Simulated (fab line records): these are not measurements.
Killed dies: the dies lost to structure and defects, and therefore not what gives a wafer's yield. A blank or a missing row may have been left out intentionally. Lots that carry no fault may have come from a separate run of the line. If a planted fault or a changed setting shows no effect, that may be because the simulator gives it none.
The tool behind it: which one? :: flow sky130 :: Sampling: 9 lots, 27 wafers, 6 of 708 route steps

WHAT THE GAUGES SHOWED, per wafer
SKY_VIA4_RS_MEAS_19: a four-point-probe measurement.
lot: L417
measured: day 42 22:25
on: filmMetro-03
VIA4_W_RS (ohm/sq): 0.2316 0.2299 0.2283

lot: L419
measured: day 43 08:57
on: filmMetro-03
VIA4_W_RS (ohm/sq): 0.2266 0.2279 0.2250

lot: L425
measured: day 45 03:40
on: filmMetro-04
VIA4_W_RS (ohm/sq): 0.2242 0.5686 0.5528 0.2243 0.5673 0.5521

lot: L426
measured: day 45 08:10
on: filmMetro-03
VIA4_W_RS (ohm/sq): 0.5673 0.2245 0.2259 0.5668 0.2243 0.2261

lot: L427
measured: day 45 12:36
on: filmMetro-03
VIA4_W_RS (ohm/sq): 0.5822 0.5873 0.2310 0.5836 0.5882 0.2313

lot: L434
measured: day 48 04:55
on: filmMetro-04
VIA4_W_RS (ohm/sq): 0.2261 0.2268 0.2256

lot: L436
measured: day 48 09:07
on: filmMetro-04
VIA4_W_RS (ohm/sq): 0.2266 0.2288 0.2324

lot: L439
measured: day 48 11:06
on: filmMetro-03
VIA4_W_RS (ohm/sq): 0.2275 0.2293 0.2285

lot: L440
measured: day 48 13:08
on: filmMetro-03
VIA4_W_RS (ohm/sq): 0.2263 0.2249 0.2215

SKY_VIA4_THK_MEAS_20: measures by xrf.
lot: L417
measured: day 42 22:32
on: filmMetro-03
VIA4_W_THK (nm): 489 492 499

lot: L419
measured: day 43 09:04
on: filmMetro-03
VIA4_W_THK (nm): 496 497 500

lot: L425
measured: day 45 06:41
on: filmMetro-04
VIA4_W_THK (nm): 507 204 210 507 203 210

lot: L426
measured: day 45 12:43
on: filmMetro-03
VIA4_W_THK (nm): 202 503 499 201 505 498

lot: L427
measured: day 45 17:44
on: filmMetro-03
VIA4_W_THK (nm): 197 195 489 196 195 491

lot: L434
measured: day 48 05:02
on: filmMetro-04
VIA4_W_THK (nm): 505 500 506

lot: L436
measured: day 48 09:14
on: filmMetro-04
VIA4_W_THK (nm): 501 497 492

lot: L439
measured: day 48 11:12
on: filmMetro-03
VIA4_W_THK (nm): 490 491 493

lot: L440
measured: day 48 13:15
on: filmMetro-03
VIA4_W_THK (nm): 496 502 507

SKY_METAL5_RS_MEAS_05: a four-point-probe measurement.
lot: L417
measured: day 42 23:04
on: filmMetro-02
METAL5_ALCU_RS (ohm/sq): 0.0269 0.02714 0.02712

lot: L419
measured: day 43 09:36
on: filmMetro-01
METAL5_ALCU_RS (ohm/sq): 0.02715 0.02692 0.02718

lot: L425
measured: day 45 17:34
on: filmMetro-01
METAL5_ALCU_RS (ohm/sq): 0.02694 0.02721 0.02658

lot: L426
measured: day 45 15:22
on: filmMetro-04
METAL5_ALCU_RS (ohm/sq): 0.02747 0.02735 0.02704

lot: L427
measured: day 45 20:16
on: filmMetro-02
METAL5_ALCU_RS (ohm/sq): 0.02674 0.02665 0.02641

lot: L434
measured: day 48 05:34
on: filmMetro-02
METAL5_ALCU_RS (ohm/sq): 0.02709 0.02687 0.02706

lot: L436
measured: day 48 09:46
on: filmMetro-01
METAL5_ALCU_RS (ohm/sq): 0.02685 0.02663 0.02669

lot: L439
measured: day 48 12:01
on: filmMetro-01
METAL5_ALCU_RS (ohm/sq): 0.02748 0.02736 0.02692

lot: L440
measured: day 48 13:47
on: filmMetro-02
METAL5_ALCU_RS (ohm/sq): 0.02717 0.02699 0.02735

EACH LOT AND THE TOOL THAT RAN IT (in order: tool; ch and the chambers of the sampled wafers; start)
lot: L417
SKY_VIA4_CVD_18: cvdW-02 ch 0,1, day 42 22:16
SKY_VIA4_CMP_21: cmp-02 ch 1,2,3, day 42 22:45
SKY_METAL5_SPUTTER_02: pvdSputter-01, day 42 22:57

lot: L419
SKY_VIA4_CVD_18: cvdW-02 ch 0,1, day 43 08:47
SKY_VIA4_CMP_21: cmp-01 ch 1,2,3, day 43 09:07
SKY_METAL5_SPUTTER_02: pvdSputter-01, day 43 09:28

lot: L425
SKY_VIA4_CVD_18: cvdW-02 ch 0,1, day 45 03:32
SKY_VIA4_CMP_21: cmp-01 ch 1,3, day 45 16:59
SKY_METAL5_SPUTTER_02: pvdSputter-03, day 45 17:19

lot: L426
SKY_VIA4_CVD_18: cvdW-02 ch 0,1, day 45 08:00
SKY_VIA4_CMP_21: cmp-02 ch 1,2,3, day 45 15:00
SKY_METAL5_SPUTTER_02: pvdSputter-04, day 45 15:15

lot: L427
SKY_VIA4_CVD_18: cvdW-02 ch 0,1, day 45 12:27
SKY_VIA4_CMP_21: cmp-02 ch 0,3, day 45 19:45
SKY_METAL5_SPUTTER_02: pvdSputter-03, day 45 20:06

lot: L434
SKY_VIA4_CVD_18: cvdW-02 ch 1, day 48 04:46
SKY_VIA4_CMP_21: cmp-02 ch 0,1,3, day 48 05:12
SKY_METAL5_SPUTTER_02: pvdSputter-03, day 48 05:26

lot: L436
SKY_VIA4_CVD_18: cvdW-01 ch 0,1, day 48 08:58
SKY_VIA4_CMP_21: cmp-01 ch 2,3, day 48 09:17
SKY_METAL5_SPUTTER_02: pvdSputter-04, day 48 09:38

lot: L439
SKY_VIA4_CVD_18: cvdW-02 ch 0,1, day 48 10:57
SKY_VIA4_CMP_21: cmp-01 ch 0,1,3, day 48 11:34
SKY_METAL5_SPUTTER_02: pvdSputter-03, day 48 11:52

lot: L440
SKY_VIA4_CVD_18: cvdW-01 ch 0,1, day 48 12:59
SKY_VIA4_CMP_21: cmp-02 ch 1,2, day 48 13:19
SKY_METAL5_SPUTTER_02: pvdSputter-04, day 48 13:40
- SKY_VIA4_CVD_18: deposits W, target thk 505 nm, time 152.14 s.
- SKY_VIA4_CMP_21: polishes, stops on SiO2, t overpolish 25 s, target thk 0 nm.
- SKY_METAL5_SPUTTER_02: material AlCu, target thk 1150 nm, time 61.2 s.

WHAT THE TOOLS THEMSELVES READ (means of the sampled wafers that have a number; where no wafer has one, the mark that the record gives instead)
SKY_VIA4_CVD_18.
lot: L417
tool: cvdW-02
heaterPowerOuterW (W): 556
heaterPowerW (W): 883
susceptorTempC (C): 400.05

lot: L419
tool: cvdW-02
heaterPowerOuterW (W): 516
heaterPowerW (W): 851
susceptorTempC (C): 400.16

lot: L425
tool: cvdW-02
heaterPowerOuterW (W): 429
heaterPowerW (W): 701
susceptorTempC (C): 367.65

lot: L426
tool: cvdW-02
heaterPowerOuterW (W): 511
heaterPowerW (W): 836
susceptorTempC (C): 383.83

lot: L427
tool: cvdW-02
heaterPowerOuterW (W): 427
heaterPowerW (W): 708
susceptorTempC (C): 367.52

lot: L434
tool: cvdW-02
heaterPowerOuterW (W): 591
heaterPowerW (W): 949
susceptorTempC (C): 399.79

lot: L436
tool: cvdW-01
heaterPowerOuterW (W): 606
heaterPowerW (W): 960
susceptorTempC (C): 399.84

lot: L439
tool: cvdW-02
heaterPowerOuterW (W): 564
heaterPowerW (W): 896
susceptorTempC (C): 399.97

lot: L440
tool: cvdW-01
heaterPowerOuterW (W): 589
heaterPowerW (W): 971
susceptorTempC (C): 400.04

SKY_VIA4_CMP_21.
lot: L417
tool: cmp-02
motorCurrentA (A): 9.7
slurryFilterDpKPa (kPa): 13.51
timeToEndpointS (s): 118

lot: L419
tool: cmp-01
motorCurrentA (A): 12.4
slurryFilterDpKPa (kPa): 13.50
timeToEndpointS (s): 122

lot: L425
tool: cmp-01
motorCurrentA (A): 12.5
slurryFilterDpKPa (kPa): 13.53
timeToEndpointS (s): 74

lot: L426
tool: cmp-02
motorCurrentA (A): 9.8
slurryFilterDpKPa (kPa): 13.54
timeToEndpointS (s): 95

lot: L427
tool: cmp-02
motorCurrentA (A): 12.0
slurryFilterDpKPa (kPa): 13.52
timeToEndpointS (s): 67

lot: L434
tool: cmp-02
motorCurrentA (A): 10.7
slurryFilterDpKPa (kPa): 13.48
timeToEndpointS (s): 116

lot: L436
tool: cmp-01
motorCurrentA (A): 11.7
slurryFilterDpKPa (kPa): 13.34
timeToEndpointS (s): 124

lot: L439
tool: cmp-01
motorCurrentA (A): 12.2
slurryFilterDpKPa (kPa): 13.45
timeToEndpointS (s): 118

lot: L440
tool: cmp-02
motorCurrentA (A): 9.3
slurryFilterDpKPa (kPa): 13.53
timeToEndpointS (s): 120

SKY_METAL5_SPUTTER_02.
lot: L417
tool: pvdSputter-01
cathodeDcPowerW (W): 10600
throttleValvePct (%): 29.5

lot: L419
tool: pvdSputter-01
cathodeDcPowerW (W): 10601
throttleValvePct (%): 29.4

lot: L425
tool: pvdSputter-03
cathodeDcPowerW (W): 10601
throttleValvePct (%): 29.1

lot: L426
tool: pvdSputter-04
cathodeDcPowerW (W): 10599
throttleValvePct (%): 31.5

lot: L427
tool: pvdSputter-03
cathodeDcPowerW (W): 10600
throttleValvePct (%): 32.1

lot: L434
tool: pvdSputter-03
cathodeDcPowerW (W): 10600
throttleValvePct (%): 31.1

lot: L436
tool: pvdSputter-04
cathodeDcPowerW (W): 10599
throttleValvePct (%): 29.7

lot: L439
tool: pvdSputter-03
cathodeDcPowerW (W): 10601
throttleValvePct (%): 30.5

lot: L440
tool: pvdSputter-04
cathodeDcPowerW (W): 10601
throttleValvePct (%): 29.1

THE ANSWER, worked out from the rows above alone
Rule: what is usual is taken from the lots themselves. Put in order of their means at a reading, lots are off if they are a third of the lots or fewer, leave a main group of 4 or more, and stand apart from it by a gap of 3 or more times the standard deviation of the main group's means; of several such gaps the widest counts. If all means in a main group match to the digits the tables above print for the reading, that group is not used. A lot without any number at a reading at which 4 lots or more have one is off too. The other lots that the step has rows for count as sound. The gauges are gone through in route order, then the tools' own readings, and for those a lot's mean is taken as printed above. At the first step where some lot is off, the reading lying furthest off is the one used; lots without a number count as furthest.
Off: L425, L426, L427, at SKY_VIA4_RS_MEAS_19 (VIA4_W_RS). The main group: mean 0.2274 ohm/sq, standard deviation 0.002.
If a tool, at a process step before that reading, ran all the lots that are off and no sound lot after the first of them, it fits. Not tried: the gauges at SKY_VIA4_RS_MEAS_19; whatever is off there is also off at SKY_VIA4_CVD_18, on other tools, and gauge error can't account for it. Not one of the candidates tried fits.

WHAT HAD BEEN PUT IN BY THE SIMULATOR
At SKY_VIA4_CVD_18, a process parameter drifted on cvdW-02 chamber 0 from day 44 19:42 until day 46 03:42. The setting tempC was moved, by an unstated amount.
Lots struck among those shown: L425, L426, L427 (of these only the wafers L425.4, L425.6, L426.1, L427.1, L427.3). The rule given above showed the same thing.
